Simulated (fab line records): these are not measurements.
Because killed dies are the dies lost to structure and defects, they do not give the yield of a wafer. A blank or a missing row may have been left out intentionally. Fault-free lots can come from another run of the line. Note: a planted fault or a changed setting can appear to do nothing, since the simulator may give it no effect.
Chamber matching    flow gf180mcu    GF_CONTACT_CMP_27 on cmp-02 has 4 sister chambers
The step polishes, stops on SiO2, t overpolish 15.95 s, target thk 0 nm. 4 wafers are shown with their chamber, then 8 later ones without.

WAFERS, EACH WITH ITS CHAMBER
wafer   chamber  motor_current_A (A)
L929.2  1        11.1
L937.1  3        13.1
L937.6  0        12.4
L940.2  2        9.2

WAFERS WHOSE CHAMBER IS MISSING
wafer   motor_current_A (A)
L940.3  12.3
L940.4  11.0
L943.1  13.2
L943.4  8.7
L943.6  12.7
L949.1  13.0
L949.4  11.4
L949.6  11.4

EACH ONE'S CHAMBER
wafer   from the rows above      in truth
L940.3  0                        0
L940.4  1                        1
L943.1  3                        3
L943.4  2                        2
L943.6  can't be placed: 0 or 3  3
L949.1  can't be placed: 3 or 0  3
L949.4  1                        1
L949.6  1                        1
Placed correctly: 6 of 8. These rows do not allow placing 2 (true chamber among the candidates in 2). Number placed wrongly: 0.
How it was worked out, from the rows above alone: a wafer's distance from a chamber is the root of the sum, over the readings, of the square of ((its reading less the chamber's mean) divided by the reading's scatter). If the next closest chamber is less than 2 further off than the closest, the wafer can't be placed; otherwise it belongs to the closest. Each chamber's mean is taken over the wafers shown for it. The scatter (one wafer shown for each chamber): square how far every hidden wafer sits from the nearest shown wafer, average those squares and take the square root.
